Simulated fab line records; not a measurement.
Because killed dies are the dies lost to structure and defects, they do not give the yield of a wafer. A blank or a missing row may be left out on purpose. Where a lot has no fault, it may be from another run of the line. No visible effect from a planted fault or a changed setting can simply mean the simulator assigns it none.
8D (eight disciplines) problem report, filled in by code -- flow sky130 -- the parts of the form that need people (team, actions taken, sign-off) are left out

1. WHAT WENT WRONG
Across 6 wafers from 2 lots, VT_ADJUST_HVTP_TW at SKY_VT_ADJUST_HVTP_TW_MEAS_11 averages 1308, while fault-free wafers read 1351 with a standard deviation of 8.6. Relative to the usual mean, that is a shift of -5.0 standard deviations.
Seen first at day 9 15:21 on film_metro-02, wafer L294.1. At this step, 36 wafers from 12 lots have a number in the record. Rule for "out", or "out of limits": more than 4 standard deviations from the usual mean. Any other wafer with a number is counted as sound.

2. WHAT IT IS AND WHAT IT IS NOT
question,is,is not
which readings at this step,VT_ADJUST_HVTP_TW,-
which lots,"L294, L295","L282, L283, L284, L285, L286, L297, L299, L300, L301, L302"
which wafers of those lots,all that have a number,-
read on which gauges,film_metro-02,"film_metro-01, film_metro-03"
when,from day 9 15:21,"up to then (15 sound wafers); but 15 sound wafers of L297, L299, L300, L301, L302 came after"

3. THE SUSPECTS, EACH WITH WHAT RULES IT OUT
Counting: a tool stays on the suspect list if, at a process step up to the reading, it processed all lots that are out and no sound lot following the first of them.
- the gauge at SKY_VT_ADJUST_HVTP_TW_MEAS_11 has been ruled out. All the wafers that are out were read on film_metro-02, but those of them that SKY_VT_ADJUST_HVTP_IMPLANT_09 has rows for are out there too, on other tools.
- cmp-02 at SKY_FIELD_ISO_CMP_27 (polishes, stops on Si3N4, t overpolish 16 s, target thk 457.8 nm): ruled out as a lasting fault. Following L294 (day 5 10:04), the first lot on it that is out, the sound lots L297, L299, L300, L301, L302 were run on it.
- implanter-04 at SKY_VT_ADJUST_HVTP_IMPLANT_09: kept. It processed each lot that is out, first L294 at day 9 15:06, and no sound lot thereafter; up to then, the last sound lot it processed was L285 at day 7 12:45. Its own readings are out on those wafers: beam_energy_keV.
Left after counting: implanter-04 at SKY_VT_ADJUST_HVTP_IMPLANT_09.

4. THE CAUSE (what the simulator had put in)
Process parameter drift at SKY_VT_ADJUST_HVTP_IMPLANT_09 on implanter-04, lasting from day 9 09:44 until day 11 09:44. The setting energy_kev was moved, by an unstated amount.
After counting, this tool was the only one left.

5. SEQUENCE OF EFFECTS, ordered by route
One row per reading whose mean, taken over the struck wafers that have a number, lies over 3 standard deviations from the usual. Readings are gone through only where the record gives a usual standard deviation; hours: the median, over the lots, of the time from a lot's start at the first step in this table giving one to that lot's start at this step; sigmas: the change measured in usual standard deviations.
hours,step,reading,usual,on struck wafers,change,sigmas
0,SKY_VT_ADJUST_HVTP_IMPLANT_09,beam_energy_keV,150.00,131.94,-18.06,-99 or more
0,SKY_VT_ADJUST_HVTP_TW_MEAS_11,VT_ADJUST_HVTP_TW,1351,1308,-43,-5.0
The process steps in it:
- SKY_VT_ADJUST_HVTP_IMPLANT_09

6. WHAT WOULD HAVE CAUGHT IT SOONER
Counted from the fault's start at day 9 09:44, it took 6 hours until the first out-of-limits reading at a measuring or inspecting step in this record, taken at day 9 15:21.
At SKY_VT_ADJUST_HVTP_IMPLANT_09, the tool's own readings (beam_energy_keV) were out on each struck wafer the step has a row for, so an alarm limit on them would have fired on the first such wafer.
L295, from the lots that are out (2), started SKY_VT_ADJUST_HVTP_IMPLANT_09 on implanter-04 later than day 9 15:21. Holding the tool at that time would have saved it.
